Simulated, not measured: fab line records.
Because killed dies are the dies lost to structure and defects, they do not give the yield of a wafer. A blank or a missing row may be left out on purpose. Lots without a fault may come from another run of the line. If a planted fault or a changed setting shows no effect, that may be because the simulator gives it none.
Which of the tools did it?	flow sky130	24 lots with 72 wafers sampled at 2 steps, on a route of 708 steps

WHAT THE GAUGES READ, wafer by wafer
SKY_FIELD_ISO_THK_MEAS_23.
lot	measured	on	FIELD_ISO_OXIDATION_01_THK (nm)
L074	day 2 10:25	filmMetro-01	10.04 9.75 9.84
L076	day 2 19:38	filmMetro-03	10.22 10.27 10.23
L075	day 2 19:59	filmMetro-04	10.14 10.10 10.13
L077	day 3 01:53	filmMetro-04	9.99 10.03 9.98
L078	day 3 05:34	filmMetro-01	10.29 10.29 10.36
L079	day 3 10:54	filmMetro-03	9.79 9.78 10.12
L080	day 3 12:13	filmMetro-04	10.04 10.03 9.92
L081	day 3 19:58	filmMetro-01	9.92 10.02 9.94
L082	day 4 02:14	filmMetro-01	9.84 10.13 9.71
L083	day 4 07:40	filmMetro-03	10.16 10.43 10.20
L084	day 4 10:32	filmMetro-01	9.77 9.88 9.78
L085	day 4 14:38	filmMetro-03	10.27 10.42 10.22
L086	day 4 21:02	filmMetro-01	10.28 10.00 10.13
L087	day 5 02:14	filmMetro-01	10.10 10.12 10.19
L088	day 5 06:50	filmMetro-04	10.78 10.55 10.54
L089	day 5 14:29	filmMetro-04	9.77 9.56 9.55
L090	day 5 17:44	filmMetro-04	9.79 10.25 10.08
L091	day 5 23:53	filmMetro-01	10.05 10.03 9.91
L092	day 6 04:16	filmMetro-04	9.94 9.76 9.94
L093	day 6 09:30	filmMetro-04	10.34 10.12 10.16
L094	day 6 15:36	filmMetro-01	10.09 10.18 10.14
L095	day 6 22:48	filmMetro-03	9.91 9.92 9.78
L096	day 7 04:19	filmMetro-03	9.98 10.01 9.97
L097	day 7 05:24	filmMetro-03	9.87 9.90 9.94

SKY_LOCAL_INTERCONNECT_RS_MEAS_01: measures by four-point-probe.
lot	measured	on	LOCAL_INTERCONNECT_TIN_RS (ohm/sq)
L074	day 29 09:07	filmMetro-01	14.10 14.23 14.12
L076	day 30 13:05	filmMetro-02	14.18 14.38 14.09
L075	day 30 13:44	filmMetro-02	14.10 14.16 14.08
L077	day 30 20:37	filmMetro-04	14.19 14.23 14.17
L078	day 30 20:20	filmMetro-01	13.85 13.76 13.83
L079	day 31 03:23	filmMetro-01	14.30 14.21 14.16
L080	day 31 03:52	filmMetro-02	14.00 14.36 14.08
L081	day 31 22:16	filmMetro-04	14.25 14.33 14.34
L082	day 32 12:14	filmMetro-04	14.19 13.93 14.13
L083	day 32 10:44	filmMetro-02	14.01 14.09 14.03
L084	day 32 17:02	filmMetro-02	13.97 14.38 14.23
L085	day 33 11:32	filmMetro-02	14.17 14.36 14.11
L086	day 33 13:47	filmMetro-01	14.11 14.21 14.17
L087	day 33 17:19	filmMetro-02	14.19 13.98 14.10
L088	day 34 07:32	filmMetro-04	14.55 14.58 14.33
L089	day 34 18:55	filmMetro-02	14.29 13.95 14.36
L090	day 34 20:31	filmMetro-02	14.23 14.19 14.19
L091	day 34 22:47	filmMetro-01	14.45 14.34 14.18
L092	day 35 09:14	filmMetro-02	14.27 14.19 14.28
L093	day 35 19:55	filmMetro-01	13.99 13.96 13.85
L094	day 35 19:37	filmMetro-02	14.42 14.35 14.31
L095	day 37 21:44	filmMetro-04	14.17 14.15 14.05
L096	day 37 17:47	filmMetro-02	14.28 14.12 14.12
L097	day 37 18:55	filmMetro-01	14.19 14.12 14.06

TOOL THAT RAN EACH LOT (tool first, then ch and the chambers of the sampled wafers, then the start)
Record: no process step prior to these readings.

AS READ BY THE TOOLS THEMSELVES (means over the sampled wafers that have a number; for cases with no such wafer, the mark the record gives instead)
The record holds no such reading with a usual standard deviation.

THE ANSWER, worked out from the rows above alone
Rule: usual is defined by the lots themselves. Put in order of their means at a reading, lots are off if they are a third of the lots or fewer, leave a main group of 4 or more, and stand apart from it by a gap of 3 or more times the standard deviation of the main group's means; of several such gaps the widest counts. A main group whose means are all the same, to the digits that the tables above print for the reading, isn't used. A lot without any number at a reading at which 4 lots or more have one is off too. Any other lot the step has rows for is counted as sound. First the gauges in route order, then the tools' own readings, where a lot's mean is used as printed above. At the first step where some lot is off, the reading lying furthest off is the one used; lots without a number count as furthest.
No lot is off at any reading shown: from this, nothing can be told.

WHAT THE SIMULATOR PUT IN
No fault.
